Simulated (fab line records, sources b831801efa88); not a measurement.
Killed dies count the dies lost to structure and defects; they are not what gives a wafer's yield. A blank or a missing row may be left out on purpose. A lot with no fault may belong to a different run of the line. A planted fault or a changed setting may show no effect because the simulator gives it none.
8D (eight disciplines) problem report, filled in by code / flow sky130 / the parts of the form that need people (team, actions taken, sign-off) are left out

## 1. WHAT WENT WRONG
At SKY_LDD_HVN_STRIP_09, strip_time_to_endpoint_s averages 2.422 s over 2 wafers from 2 lots, while fault-free wafers read 4.134 s, standard deviation 0.017. That is -99 or more standard deviations from the usual mean.
The step: strips in O2/N2.
First seen on wafer L344.2, day 24 15:21, on plasma_asher-02. The record has a number at this step for 36 wafers belonging to 12 lots. Rule for "out", or "out of limits": more than 4 standard deviations from the usual mean. All remaining wafers that have a number are taken as sound.

## 2. WHAT IT IS, WHAT IT ISN'T
question=which readings at this step | is=strip_time_to_endpoint_s, oes_product_au | is not=chamber_pressure_mTorr, drypump_motor_current_A
question=which lots | is=L344, L346 | is not=L332, L334, L335, L336, L337, L339, L340, L347, L352, L354
question=which wafers of those lots | is=L344.2, L346.4 | is not=L344.3, L344.6, L346.3, L346.5
question=read on which tools | is=plasma_asher-02, plasma_asher-03 | is not=plasma_asher-04
question=when | is=from day 24 15:21 | is not=up to then (23 sound wafers); but 11 sound wafers of L346, L347, L352, L354 came after

## 3. SUSPECTS, AND WHAT RULES EACH OUT
Counting: any tool at a process step up to the reading remains a suspect provided it ran every lot that is out. Sound lots after the first of them don't rule it out here, since some wafers of a struck lot are sound.
- litho_track-02 at SKY_LDD_HVN_COAT_02 (resist thk 300 nm): kept. It processed each lot that is out (first: L344, day 23 23:45); up to then, its last sound lot is L339 (day 22 20:15).
Remaining after the count: litho_track-02 at SKY_LDD_HVN_COAT_02.

## 4. THE CAUSE (what the simulator had put in)
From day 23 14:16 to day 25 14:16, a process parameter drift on litho_track-02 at SKY_LDD_HVN_COAT_02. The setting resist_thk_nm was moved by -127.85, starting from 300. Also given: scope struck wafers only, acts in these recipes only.
After counting, this tool was the only one left.

## 5. SEQUENCE OF EFFECTS, ordered by route
Each row: a reading whose mean over the struck wafers that have a number lies more than 3 standard deviations from the usual. Only readings for which the record gives a usual standard deviation are gone through. hours: the time from each lot's start at the first step in this table that gives one to its start at this step, as a median over the lots. sigmas: the change in usual standard deviations.
hours=0; step=SKY_LDD_HVN_STRIP_09; reading=oes_product_au; usual=0.409 a.u.; on struck wafers=0.340; change=-0.069; sigmas=-14
hours=0; step=SKY_LDD_HVN_STRIP_09; reading=strip_time_to_endpoint_s; usual=4.134 s; on struck wafers=2.422; change=-1.712; sigmas=-99 or more
Here are the process steps it includes:
- SKY_LDD_HVN_STRIP_09: strips in O2/N2.

## 6. HOW IT WOULD HAVE BEEN CAUGHT EARLIER
First out-of-limits reading in this record: day 24 15:21, which is 25 hours after fault onset at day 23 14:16.
Of the lots that are out (2), L346 began SKY_LDD_HVN_COAT_02 on litho_track-02 after day 24 15:21. It would have been spared by a hold on the tool at that moment.
